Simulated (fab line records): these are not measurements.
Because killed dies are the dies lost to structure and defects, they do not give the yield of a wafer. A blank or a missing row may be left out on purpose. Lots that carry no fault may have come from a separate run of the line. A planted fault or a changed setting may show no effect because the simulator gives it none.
Matching of chambers	flow sky130	cmp-02 running SKY_VIA1_CMP_02: 4 sister chambers
The step polishes SiO2. 22 wafers are shown with their chamber, then 11 later ones without.

WAFERS WITH THEIR CHAMBER
wafer	chamber	motor_current_A (A)
L075.2	3	11.7
L075.4	2	10.5
L075.5	3	11.4
L081.1	2	10.8
L081.2	1	12.7
L081.6	3	12.0
L082.2	3	11.4
L082.4	1	12.5
L082.6	3	11.0
L084.2	0	13.0
L084.4	2	10.8
L084.6	3	11.4
L085.1	2	10.6
L085.4	1	12.2
L085.5	3	11.4
L086.1	1	12.0
L086.2	3	11.2
L086.4	0	12.1
L089.1	1	11.9
L089.2	3	11.3
L089.4	2	10.2
L092.1	3	11.3

SIGNATURES (means of the wafers above)
reading	chamber 0	chamber 1	chamber 2	chamber 3	scatter within a chamber
motor_current_A	12.550	12.260	10.580	11.410	0.314
Rule: distance of a wafer from a chamber = root of the sum over the readings of ((wafer's reading minus chamber's mean) / reading's scatter) squared. If the next closest chamber is less than 2 further off than the closest, the wafer can't be placed; otherwise it belongs to the closest. How the scatter is found: for the shown wafers, subtract from each reading the mean of its chamber, square and add these, divide the total by (wafers less chambers), then take the root.

WAFERS WITH NO CHAMBER GIVEN
wafer	motor_current_A (A)
L092.3	10.7
L092.4	12.3
L094.2	12.3
L094.4	11.6
L094.6	12.7
L096.4	10.6
L096.5	11.3
L096.6	11.2
L097.3	11.1
L097.4	12.6
L097.5	12.4

WHICH CHAMBER EACH ONE RAN IN
wafer	from the rows above	in truth
L092.3	can't be placed: 2 or 3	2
L092.4	can't be placed: 1 or 0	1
L094.2	can't be placed: 1 or 0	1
L094.4	can't be placed: 3 or 1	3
L094.6	can't be placed: 0 or 1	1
L096.4	2	2
L096.5	can't be placed: 3 or 2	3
L096.6	can't be placed: 3 or 2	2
L097.3	can't be placed: 3 or 2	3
L097.4	can't be placed: 0 or 1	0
L097.5	can't be placed: 1 or 0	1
Correct placement for 1 of the 11. These rows do not allow placing 10 (true chamber among the candidates in 10). 0 placed wrongly.
